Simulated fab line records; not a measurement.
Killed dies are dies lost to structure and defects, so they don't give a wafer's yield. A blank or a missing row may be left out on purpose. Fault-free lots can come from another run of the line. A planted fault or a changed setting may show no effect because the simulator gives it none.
Which tool did it? + flow sky130 + 15 lots, 45 wafers sampled, at 3 steps of a route of 708

## WHAT EACH GAUGE READ, for each wafer
SKY_CAP2M_OVL_MEAS_12. Usual: CAP2M_OVL typically reads 1.4 nm, with standard deviation 1.1.
| lot  | measured     | on         | CAP2M_OVL (nm) | flag |
|------|--------------|------------|----------------|------|
| L151 | day 40 17:50 | overlay-01 | 0.7 -1.2 -0.2  |      |
| L153 | day 41 13:04 | overlay-01 | 1.1 2.0 1.5    |      |
| L154 | day 42 04:47 | overlay-01 | 2.9 2.3 0.7    |      |
| L155 | day 42 18:19 | overlay-01 | 1.2 2.5 2.9    |      |
| L156 | day 42 18:37 | overlay-02 | 0.9 1.1 2.2    |      |
| L158 | day 43 02:28 | overlay-01 | 1.7 1.3 1.2    |      |
| L157 | day 43 03:33 | overlay-01 | 2.3 2.2 1.6    |      |
| L159 | day 43 11:10 | overlay-01 | 2.3 2.9 1.0    |      |
| L161 | day 43 18:10 | overlay-02 | -1.1 1.0 1.0   |      |
| L164 | day 45 00:56 | overlay-02 | 0.8 4.3 1.8    |      |
| L166 | day 45 11:40 | overlay-02 | 1.7 2.7 2.6    |      |
| L169 | day 45 22:07 | overlay-01 | 2.1 1.4 -0.3   |      |
| L171 | day 46 07:28 | overlay-02 | 0.3 0.2 1.1    |      |
| L172 | day 46 22:58 | overlay-02 | -0.6 1.1 1.2   |      |
| L173 | day 47 03:37 | overlay-01 | 0.3 1.5 1.6    |      |

SKY_METAL4_CD_MEAS_13: target cd 300 nm. Usual: cd nm 300.0 nm, standard deviation 1.4.
| lot  | measured     | on        | cd nm (nm)        | flag |
|------|--------------|-----------|-------------------|------|
| L151 | day 41 18:13 | cd sem-01 | 300.9 299.0 301.1 |      |
| L153 | day 42 13:45 | cd sem-02 | 300.2 299.9 299.3 |      |
| L154 | day 43 04:27 | cd sem-01 | 301.5 301.9 301.4 |      |
| L155 | day 43 17:40 | cd sem-02 | 300.3 302.0 300.2 |      |
| L156 | day 43 18:08 | cd sem-02 | 300.5 300.9 300.4 |      |
| L158 | day 44 02:04 | cd sem-02 | 301.4 301.0 300.4 |      |
| L157 | day 44 03:14 | cd sem-02 | 299.6 300.1 298.6 |      |
| L159 | day 44 10:02 | cd sem-02 | 299.5 300.6 298.8 |      |
| L161 | day 44 17:14 | cd sem-02 | 299.5 300.7 300.9 |      |
| L164 | day 45 23:03 | cd sem-01 | 301.7 301.7 301.3 |      |
| L166 | day 46 09:07 | cd sem-02 | 299.9 300.1 300.2 |      |
| L169 | day 46 19:41 | cd sem-01 | 300.6 300.8 301.4 |      |
| L171 | day 47 04:26 | cd sem-02 | 297.8 297.9 299.1 |      |
| L172 | day 47 19:19 | cd sem-02 | 301.3 301.8 301.5 |      |
| L173 | day 47 23:55 | cd sem-02 | 299.2 300.0 299.8 |      |

## TOOL THAT RAN EACH LOT (tool first, then ch and the chambers of the sampled wafers, then the start)
| lot  | SKY_CAP2M_CVD_00                |
|------|---------------------------------|
| L151 | pecvd-01 ch 1,2, day 39 16:15   |
| L153 | pecvd-02 ch 0,1, day 40 12:50   |
| L154 | pecvd-03 ch 0,1, day 41 04:15   |
| L155 | pecvd-03 ch 0,2, day 41 19:08   |
| L156 | pecvd-01 ch 0,1,2, day 41 19:26 |
| L158 | pecvd-03 ch 1,2, day 42 03:41   |
| L157 | pecvd-02 ch 0,1,2, day 42 04:36 |
| L159 | pecvd-03 ch 1,2, day 42 12:38   |
| L161 | pecvd-03 ch 0, day 42 19:44     |
| L164 | pecvd-03 ch 0,1, day 44 02:47   |
| L166 | pecvd-02 ch 0,1, day 44 14:22   |
| L169 | pecvd-02 ch 0,1, day 45 01:05   |
| L171 | pecvd-03 ch 0,1, day 45 10:40   |
| L172 | pecvd-02 ch 0,2, day 46 02:56   |
| L173 | pecvd-03 ch 0,1,2, day 46 07:32 |
- SKY_CAP2M_CVD_00: deposits SiO2, target thk 15.5 nm.

## WHAT THE TOOLS THEMSELVES READ (means of the sampled wafers that have a number; where no wafer has one, the mark that the record gives instead)
SKY_CAP2M_CVD_00. Usual: heater power w 710 W, standard deviation 90.
| lot  | tool     | heater power w (W) | flag |
|------|----------|--------------------|------|
| L151 | pecvd-01 | 656                |      |
| L153 | pecvd-02 | 847                |      |
| L154 | pecvd-03 | 750                |      |
| L155 | pecvd-03 | 696                |      |
| L156 | pecvd-01 | 737                |      |
| L158 | pecvd-03 | 680                |      |
| L157 | pecvd-02 | 740                |      |
| L159 | pecvd-03 | 612                |      |
| L161 | pecvd-03 | 764                |      |
| L164 | pecvd-03 | 652                |      |
| L166 | pecvd-02 | 811                |      |
| L169 | pecvd-02 | 808                |      |
| L171 | pecvd-03 | 709                |      |
| L172 | pecvd-02 | 790                |      |
| L173 | pecvd-03 | 693                |      |

## THE ANSWER, worked out from the rows above alone
Rule: a lot counts as off when the mean over its wafers that have a number is more than 3 standard deviations away from the usual mean. A lot without any number at a reading at which 4 lots or more have one is off too. Any other lot the step has rows for is counted as sound. First the gauges in route order, then the tools' own readings, where a lot's mean is used as printed above. At the first step where some lot is off, the reading lying furthest off is the one used; lots without a number count as furthest.
Nothing can be told from this: no lot is off at any reading shown.

## WHAT THE SIMULATOR HAD PUT IN
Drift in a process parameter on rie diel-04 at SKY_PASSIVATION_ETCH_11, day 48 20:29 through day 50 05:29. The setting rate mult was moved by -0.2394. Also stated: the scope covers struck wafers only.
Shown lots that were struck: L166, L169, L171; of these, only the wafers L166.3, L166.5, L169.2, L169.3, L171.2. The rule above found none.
